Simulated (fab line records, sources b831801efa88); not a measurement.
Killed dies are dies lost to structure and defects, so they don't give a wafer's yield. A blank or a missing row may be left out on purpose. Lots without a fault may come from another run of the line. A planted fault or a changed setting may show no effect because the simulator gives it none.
One fault seen from 2 desks | flow gf180mcu | each desk has only its own numbers; what lay behind them comes last

THE TOOL OWNER'S DESK: pecvd-02
The tool's own readings at GF_MIM_CVD_05 (deposits Si3N4, target thk 42 nm, time 29.086 s): means of the sampled wafers that have a number, for each lot that ran on this tool. A lot is out of limits, marked OUT, if its mean lies more than 4 standard deviations from the usual mean; the brackets give that distance.
Columns: A = heater_power_w at GF_MIM_CVD_05, usual 672 W; B = run_length_s at GF_MIM_CVD_05, usual 57.0 s
lot  | first seen here | A   | B
L903 | day 24 20:40    | 755 | 56.7
L907 | day 26 12:42    | 796 | 56.7
L908 | day 26 20:07    | 631 | 57.1
L910 | day 27 07:09    | 814 | 56.2
This desk's finding: nothing out of limits on any of the 4 lots.

THE METROLOGY DESK
What the gauges read, lot by lot, whatever tool the lot ran on: means of the sampled wafers that have a number. A lot is out of limits, marked OUT, if its mean lies more than 4 standard deviations from the usual mean; the brackets give that distance.
Columns: A = V4_BOW at GF_V4_BOW_MEAS_05, usual 131 um; B = MIM_CVD_05_THK at GF_MIM_THK_MEAS_06, usual 41.9 nm
lot  | first seen here | A   | B
L903 | day 23 21:10    | 151 | 41.6
L904 | day 24 08:44    | 135 | 42.0
L905 | day 24 18:34    | 134 | 41.8
L906 | day 25 00:13    | 126 | 42.2
L907 | day 25 13:14    | 127 | 41.7
L908 | day 25 21:14    | 138 | 41.6
L910 | day 26 08:47    | 128 | 40.3
L916 | day 28 03:06    | 139 | 42.4
L917 | day 28 11:51    | 132 | 41.6
L919 | day 28 23:53    | 143 | 42.5
L922 | day 29 18:20    | 133 | 42.8
L924 | day 30 11:59    | 128 | 41.5
This desk's finding: nothing out of limits on any of the 12 lots.

PUT TOGETHER
The tool owner's desk saw nothing out of limits.
The metrology desk saw nothing out of limits.

WHAT THE SIMULATOR HAD PUT IN
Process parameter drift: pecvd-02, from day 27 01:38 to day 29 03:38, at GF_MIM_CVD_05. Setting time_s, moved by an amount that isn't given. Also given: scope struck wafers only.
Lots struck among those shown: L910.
